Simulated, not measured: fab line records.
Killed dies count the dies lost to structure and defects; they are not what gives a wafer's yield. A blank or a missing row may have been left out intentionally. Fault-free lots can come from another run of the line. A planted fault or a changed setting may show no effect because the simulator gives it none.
fab line records	flow sfqLine
[record] lots = 7	wafers = 21	lastDay = 80
route steps=325 shown L0@6 L0V@16
lots that met no fault: from a run of the same line without faults
startH: hours from the record's opening day to when the first of the lot's shown wafers began	waitH: hours from the lot's prior step to this one	" as in the row above	L1.1+2: several wafers, shown together as one row	- no value, or no start was given	* or withheld: withheld	< > ~ a bound
route shown NAME@n: NAME is a module with steps in the file, n the number in the route of the first one	usual: the fault-free wafers' mean and standard deviation	same: alike in all rows	chamber/n: place in a boat	sites: the reading at each site	_std_site: the standard deviation of these	_edge_site: the outer-site mean with the inner-site mean subtracted	radiusMm: how far each site lies from the wafer's centre	mask NAME#n: copy n	behind: the most recent tool/chamber to have shaped the wafer	hold: reason for holding the lot/hours on hold/outcome of the hold	device: transistor that didn't switch, given as n, p or np	end of line: the same wafers' tests at the end of the route	for a step that has no rows: nothing shown but its recipe	killed: not the wafer's yield, but the dies lost to structure and defects at the first sort	map: a wafer's dies, marking killed ones x, the rest . and places with no die _
set.NAME: the setting that was run; set.NAME@STEP: the one run at that earlier step	model.NAME: the simulator's own value behind a step, which no gauge read
lots at selected steps of the route; one table per step, one row per wafer
services: from which hour (startH, from the record's first day; less than 0 if before it) a tool's chamber was out of use, for how many hours, and why
[[steps]]
[step SFQ_TRILAYER_L0_LITHO_COAT_010]
[recipe] resist = BARC	spinRpm = 3000	resistThkNm = 62
[step SFQ_TRILAYER_L0_LITHO_COAT_005]
[recipe] resist = KrF	spinRpm = 3000	resistThkNm = 600
[step SFQ_TRILAYER_L0_LITHO_SOFTBAKE_009]
[recipe] tempC = withheld	timeS = withheld	resist = KrF
[step SFQ_TRILAYER_L0_LITHO_EXPOSE_006]
[recipe] maskId = L0	na = 0.6	sourceShape = conventional	sigmaOuter = 0.65	targetCdNm = 2000	doseMj = 14.4
[step SFQ_TRILAYER_L0_LITHO_PEB_008]
[recipe] pebTempC = 115	pebTimeS = 60	resist = KrF
[step SFQ_TRILAYER_L0_LITHO_DEVELOP_007]
[recipe] timeS = 60	resist = KrF
[step SFQ_TRILAYER_L0_BARC_OPEN_METAL_ETCH_010]
[recipe] maskMaterial = PR	chemistry = O2	targetDepthNm = 125	target = BARC	icpW = 600	biasW = 80	pressureMtorr = 10	timeS = 41.7
[usual] drypumpMotorCurrentA = 5.22/0.15	oesProductAu = 0.685/0.0047
[same] timeS = 41.7
lot.wafer	tool	chamber	startH	waitH	drypumpMotorCurrentA	oesProductAu	rfHoursCounterH
L918.2	rieMetal-01	1	61.32	0.1	5.16	0.686	143
L918.5	"	1	"	"	5.16	0.687	-
L918.6	"	0	"	"	5.07	0.687	-
L929.3	rieMetal-01	0	129.22	0.1	5.09	0.676	-
L929.5	"	0	"	"	5.09	0.685	-
L929.6	"	1	"	"	5.18	0.685	-
L931.2	rieMetal-03	1	137.60	0.1	5.40	0.678	98
L931.3	"	1	"	"	5.42	0.685	-
L931.6	"	0	"	"	5.32	0.690	-
L934.3	rieMetal-03	0	154.42	0.1	5.30	0.689	-
L934.4	"	1	"	"	5.41	0.686	-
L934.6	"	1	"	"	5.42	0.682	-
L935.1	rieMetal-01	0	162.35	0.1	5.07	0.682	9
L935.2	"	1	"	"	5.16	0.683	163
L935.4	"	1	"	"	5.16	0.684	-
L936.2	rieMetal-03	0	165.95	0.1	5.29	0.687	109
L936.3	"	0	"	"	5.30	0.691	-
L936.5	"	1	"	"	5.42	0.680	-
L938.1	rieMetal-03	1	175.55	0.1	5.45	0.689	105
L938.3	"	1	"	"	5.44	0.682	-
L938.6	"	1	"	"	5.43	0.685	-
[step SFQ_TRILAYER_L0_ETCH_METAL_ETCH_008]
[recipe] target = MoNx_KI	stopOn = SiO2	maskMaterial = PR	chemistry = SF6/O2	targetDepthNm = 50	icpW = 600	biasW = 80	pressureMtorr = 10	timeS = 25
[usual] drypumpMotorCurrentA = 5.22/0.15	oesProductAu = 0.871/0.0075
[same] timeS = 25
lot.wafer	tool	chamber	startH	waitH	drypumpMotorCurrentA	oesProductAu	rfHoursCounterH
L918.2	rieMetal-01	1	61.38	0.0	5.17	0.872	143
L918.5	"	1	"	"	5.16	0.870	-
L918.6	"	0	"	"	5.06	0.865	-
L929.3	rieMetal-01	0	129.27	0.0	5.06	0.870	-
L929.5	"	0	"	"	5.06	0.876	-
L929.6	"	1	"	"	5.16	0.863	-
L931.2	rieMetal-03	1	137.66	0.0	5.39	0.865	98
L931.3	"	1	"	"	5.42	0.873	-
L931.6	"	0	"	"	5.33	0.871	-
L934.3	rieMetal-03	0	154.47	0.0	5.31	0.871	-
L934.4	"	1	"	"	5.42	0.868	-
L934.6	"	1	"	"	5.41	0.873	-
L935.1	rieMetal-01	0	162.41	0.0	5.05	0.862	9
L935.2	"	1	"	"	5.17	0.877	163
L935.4	"	1	"	"	5.18	0.871	-
L936.2	rieMetal-03	0	166.01	0.0	5.33	0.857	109
L936.3	"	0	"	"	5.33	0.863	-
L936.5	"	1	"	"	5.43	0.852	-
L938.1	rieMetal-03	1	175.67	0.1	5.38	0.878	105
L938.3	"	1	"	"	5.40	0.875	-
L938.6	"	1	"	"	5.39	0.876	-
[step SFQ_TRILAYER_L0_STRIP_STRIP_009]
[recipe] gas = O2	powerW = 200	platenTempC = 40	overashFraction = 0.65	chemistry = O2	pressureMtorr = 50
[usual] drypumpMotorCurrentA = 5.22/0.15	oesProductAu = 1.009/0.01
lot.wafer	tool	chamber	startH	waitH	drypumpMotorCurrentA	oesProductAu	rfHoursCounterH
L918.2	rieMetal-01	1	61.43	0.0	5.16	1.018	143
L918.5	"	1	"	"	5.13	1.014	-
L918.6	"	0	"	"	5.07	1.016	-
L929.3	rieMetal-01	0	129.50	0.2	5.07	0.997	-
L929.5	"	0	"	"	5.07	0.997	-
L929.6	"	1	"	"	5.16	1.019	-
L931.2	rieMetal-03	1	137.70	0.0	5.42	1.024	98
L931.3	"	1	"	"	5.41	1.005	-
L931.6	"	0	"	"	5.32	0.992	-
L934.3	rieMetal-03	0	154.70	0.2	5.32	1.005	-
L934.4	"	1	"	"	5.40	1.007	-
L934.6	"	1	"	"	5.43	1.010	-
L935.1	rieMetal-01	0	162.45	0.0	5.08	0.999	9
L935.2	"	1	"	"	5.17	1.016	163
L935.4	"	1	"	"	5.16	1.025	-
L936.2	rieMetal-03	0	166.05	0.0	5.30	1.000	109
L936.3	"	0	"	"	5.30	0.990	-
L936.5	"	1	"	"	5.43	1.017	-
L938.1	rieMetal-03	1	175.76	0.1	5.40	1.005	105
L938.3	"	1	"	"	5.39	1.011	-
L938.6	"	1	"	"	5.40	1.012	-
[step SFQ_TRILAYER_L0_STRIP_SOLV_CLEAN_010]
[recipe] chemistry = NMP	tempC = 70	timeS = 600
[step SFQ_TRILAYER_L0_CAP_PECVD_011]
[recipe] material = SiO2	tempC = 150	timeS = 13.333	pressureTorr = 2.4	rfW = 183.3	precursor = SiH4/N2O	targetThkNm = 60
[usual] chamberPressureTorr = 2.401/0.0058	heaterPowerW = 82/16	susceptorTempC = 149.99/0.16	throttleValvePct = 24.9/1.6
[same] timeS = 13.333
lot.wafer	tool	chamber	startH	waitH	chamberPressureTorr	heaterPowerW	susceptorTempC	throttleValvePct
L918.2	pecvd-04	0	62.20	0.0	2.391	86	149.98	24.9
L918.5	"	2	"	"	2.401	76	150.12	23.9
L918.6	"	0	"	"	2.399	85	150.02	24.9
L929.3	pecvd-02	0	130.08	0.0	2.411	89	149.99	28.3
L929.5	"	0	"	"	2.403	90	150.02	28.4
L929.6	"	1	"	"	2.400	60	149.94	25.1
L931.2	pecvd-04	2	138.48	0.0	2.404	85	150.14	24.0
L931.3	"	1	"	"	2.401	106	149.82	24.2
L931.6	"	1	"	"	2.409	107	149.84	24.3
L934.3	pecvd-03	0	155.45	0.0	2.405	101	150.03	23.2
L934.4	"	0	"	"	2.411	100	150.07	23.3
L934.6	"	2	"	"	2.400	104	149.93	24.2
L935.1	pecvd-03	0	163.23	0.0	2.403	93	150.06	23.2
L935.2	"	2	"	"	2.405	92	150.06	24.4
L935.4	"	0	"	"	2.396	93	149.94	23.2
L936.2	pecvd-02	1	166.83	0.0	2.395	61	150.05	25.0
L936.3	"	2	"	"	2.401	74	150.03	24.0
L936.5	"	2	"	"	2.396	73	150.06	24.0
L938.1	pecvd-02	2	177.13	0.0	2.403	60	149.77	24.0
L938.3	"	1	"	"	2.409	61	149.89	25.1
L938.6	"	2	"	"	2.401	60	149.89	24.0
[step SFQ_TRILAYER_L0_VIA_LITHO_COAT_018]
[recipe] resist = BARC	spinRpm = 3000	resistThkNm = 62
[step SFQ_TRILAYER_L0_VIA_LITHO_COAT_013]
[recipe] resist = KrF	spinRpm = 3000	resistThkNm = 650
[usual] spinSpeedRpm = 3000.1/1.9
lot.wafer	tool	chamber	startH	waitH	spinSpeedRpm	model.KrF_of_TRILAYER_L0_VIA_LITHO_COAT_013.thkNm
L918.2	lithoTrack-01	0	62.58	0.2	3003.3	649
L918.5	"	0	"	"	3000.1	648.4
L918.6	"	0	"	"	3000.4	651.7
L929.3	lithoTrack-02	0	130.50	0.2	2998.1	651.2
L929.5	"	0	"	"	2998.6	649.3
L929.6	"	0	"	"	3003.1	651.7
L931.2	lithoTrack-01	0	138.93	0.2	2900.3	660.7
L931.3	"	0	"	"	2899.0	662.3
L931.6	"	0	"	"	2901.2	662.2
L934.3	lithoTrack-01	0	155.88	0.2	2898.4	657.3
L934.4	"	0	"	"	2896.5	658.6
L934.6	"	0	"	"	2900.0	658.4
L935.1	lithoTrack-04	0	163.71	0.2	3002.2	654.5
L935.2	"	0	"	"	3000.5	653
L935.4	"	0	"	"	2999.5	650.7
L936.2	lithoTrack-01	0	167.20	0.2	2898.1	662.5
L936.3	"	0	"	"	2897.1	662.7
L936.5	"	0	"	"	2895.2	660.7
L938.1	lithoTrack-04	0	177.46	0.2	2999.5	649.6
L938.3	"	0	"	"	2999.0	651.5
L938.6	"	0	"	"	3000.6	649.4
[step SFQ_TRILAYER_L0_VIA_LITHO_SOFTBAKE_017]
[recipe] tempC = withheld	timeS = withheld	resist = KrF
[step SFQ_TRILAYER_L0_VIA_LITHO_EXPOSE_014]
[recipe] maskId = L0V	na = 0.6	sourceShape = conventional	sigmaOuter = 0.65	targetCdNm = 700	doseMj = 21.3
[step SFQ_TRILAYER_L0_VIA_LITHO_PEB_016]
[recipe] pebTempC = 115	pebTimeS = 60	resist = KrF
[step SFQ_TRILAYER_L0_VIA_LITHO_DEVELOP_015]
[recipe] timeS = 60	resist = KrF
[step SFQ_L0V_OVL_MEAS_903]
[usual] L0V_OVL = 4/5.9
lot.wafer	tool	chamber	startH	waitH	L0V_OVL[nm]
L918.2	overlay-02	-	100.63	0.1	5
L918.5	"	-	"	"	2
L918.6	"	-	"	"	3
L929.3	overlay-02	-	166.19	0.1	-1
L929.5	"	-	"	"	5
L929.6	"	-	"	"	-2
L931.2	overlay-02	-	175.78	0.1	5
L931.3	"	-	"	"	3
L931.6	"	-	"	"	11
L934.3	overlay-01	-	194.99	0.1	8
L934.4	"	-	"	"	4
L934.6	"	-	"	"	1
L935.1	overlay-01	-	207.81	0.1	1
L935.2	"	-	"	"	4
L935.4	"	-	"	"	5
L936.2	overlay-01	-	211.41	0.1	-3
L936.3	"	-	"	"	-1
L936.5	"	-	"	"	2
L938.1	overlay-01	-	222.21	0.1	10
L938.3	"	-	"	"	8
L938.6	"	-	"	"	-3
[step SFQ_TRILAYER_L0_VIA_BARC_OPEN_VIA_ETCH_021]
[recipe] maskMaterial = PR	chemistry = O2	targetDepthNm = 125	target = BARC	sourceW = 500	biasW = 80	pressureMtorr = 30	timeS = 41.7
[usual] drypumpMotorCurrentA = 5.7/0.45	oesProductAu = 0.685/0.0049
[same] timeS = 41.7
lot.wafer	tool	chamber	startH	waitH	drypumpMotorCurrentA	oesProductAu	rfHoursCounterH
L918.2	rieDiel-01	0	100.66	0.0	5.6	0.680	5
L918.5	"	1	"	"	5.8	0.693	-
L918.6	"	2	"	"	5.8	0.684	-
L929.3	rieDiel-04	1	166.21	0.0	6.6	0.686	38
L929.5	"	3	"	"	5.3	0.677	-
L929.6	"	0	"	"	5.7	0.686	-
L931.2	rieDiel-04	3	175.81	0.0	5.3	0.681	26
L931.3	"	2	"	"	6.0	0.680	6
L931.6	"	0	"	"	5.7	0.686	-
L934.3	rieDiel-04	3	195.01	0.0	5.3	0.684	27
L934.4	"	1	"	"	6.5	0.687	39
L934.6	"	0	"	"	5.7	0.675	-
L935.1	rieDiel-04	2	207.84	0.0	6.0	0.682	6
L935.2	"	3	"	"	5.3	0.682	27
L935.4	"	0	"	"	5.7	0.681	76
L936.2	rieDiel-03	0	211.44	0.0	4.8	0.679	130
L936.3	"	2	"	"	5.7	0.683	8
L936.5	"	0	"	"	4.8	0.689	-
L938.1	rieDiel-01	1	222.24	0.0	5.8	0.697	32
L938.3	"	3	"	"	6.2	0.679	5
L938.6	"	3	"	"	6.2	0.685	-
[step SFQ_TRILAYER_L0_VIA_ETCH_VIA_ETCH_016]
[recipe] target = SiO2	stopOn = MoNx_KI	maskMaterial = PR	chemistry = CHF3	targetDepthNm = 80	sourceW = 500	biasW = 80	pressureMtorr = 30	timeS = withheld
[usual] drypumpMotorCurrentA = 5.7/0.45	oesProductAu = 0.840/0.0094
lot.wafer	tool	chamber	startH	waitH	drypumpMotorCurrentA	oesProductAu	model.KrF_of_TRILAYER_L0_VIA_LITHO_COAT_013.thkNm
L918.2	rieDiel-01	0	100.70	0.0	5.6	0.842	560.4
L918.5	"	1	"	"	5.8	0.847	558.9
L918.6	"	2	"	"	5.8	0.853	561
L929.3	rieDiel-04	1	166.25	0.0	6.6	0.839	562.9
L929.5	"	3	"	"	5.3	0.844	559.2
L929.6	"	0	"	"	5.7	0.838	563.2
L931.2	rieDiel-04	3	175.85	0.0	5.3	0.861	570.6
L931.3	"	2	"	"	6.0	0.868	572.7
L931.6	"	0	"	"	5.7	0.865	572.8
L934.3	rieDiel-04	3	195.05	0.0	5.3	0.833	567.2
L934.4	"	1	"	"	6.6	0.843	569.9
L934.6	"	0	"	"	5.7	0.852	568.6
L935.1	rieDiel-04	2	207.88	0.0	6.0	0.828	564.5
L935.2	"	3	"	"	5.3	0.839	563.7
L935.4	"	0	"	"	5.7	0.844	561.2
L936.2	rieDiel-03	0	211.48	0.0	4.8	0.824	573.2
L936.3	"	2	"	"	5.7	0.829	572.1
L936.5	"	0	"	"	4.8	0.837	570.9
L938.1	rieDiel-01	1	222.28	0.0	5.8	0.840	559.2
L938.3	"	3	"	"	6.1	0.836	562.8
L938.6	"	3	"	"	6.2	0.846	560.8
[step SFQ_TRILAYER_L0_VIA_STRIP_STRIP_017]
[recipe] gas = O2	powerW = 200	platenTempC = 40	overashFraction = 0.65	chemistry = O2	pressureMtorr = 50
[[services]]
tool	chamber	startH	hours	kind
rieDiel-01	-	38.38	0.4	repair
rieDiel-03	2	60.04	23.5	repair
rieDiel-04	-	60.97	0.7	repair
pecvd-03	1	60.98	7.2	repair
rieMetal-01	0	96.67	-	clean
rieMetal-01	0	96.67	15.5	scheduledDown
rieMetal-01	0	96.67	15.5	ventCycle
pecvd-03	-	108.87	0.9	repair
pecvd-04	1	120.46	3.7	repair
rieDiel-01	0	120.74	9.9	repair
rieDiel-01	2	126.44	3.2	repair
rieDiel-04	1	128.12	5.8	repair
rieDiel-01	-	144.70	14.6	pm
rieDiel-01	-	159.30	28.1	pm
rieDiel-03	3	197.38	3.5	repair
rieDiel-01	2	197.68	5.5	repair
rieDiel-04	-	212.85	0.2	repair
rieDiel-01	2	221.56	17.7	repair
[[key]]
[firstSign] step = SFQ_TRILAYER_L0_VIA_LITHO_COAT_013	reading = spinSpeedRpm	direction = down	sigmas = 53	usual = 3000.1	struck = 2898.4
effect none on later readings
[modelEffect] step = SFQ_TRILAYER_L0_VIA_LITHO_COAT_013	value = KrF_of_TRILAYER_L0_VIA_LITHO_COAT_013.thkNm	without = 649.4	struck = 660.6
[modelEffect] step = SFQ_TRILAYER_L0_VIA_ETCH_VIA_ETCH_016	value = KrF_of_TRILAYER_L0_VIA_LITHO_COAT_013.thkNm	without = 559.7	struck = 570.9
metAt SFQ_TRILAYER_L0_VIA_LITHO_COAT_013
struckWafers L931.2,L931.3,L931.6,L934.3,L934.4,L934.6,L936.2,L936.3,L936.5
onsetBetween 62.58 138.93
[fault] kind = processParameterDrift	tool = lithoTrack-01	chamber = -	onsetH = 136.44	steps = SFQ_TRILAYER_L0_VIA_LITHO_COAT_013	channel = spinRpm	offset = -101.03	shape = step	endH = 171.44	actsIn = theseRecipesOnly	stated = 3000
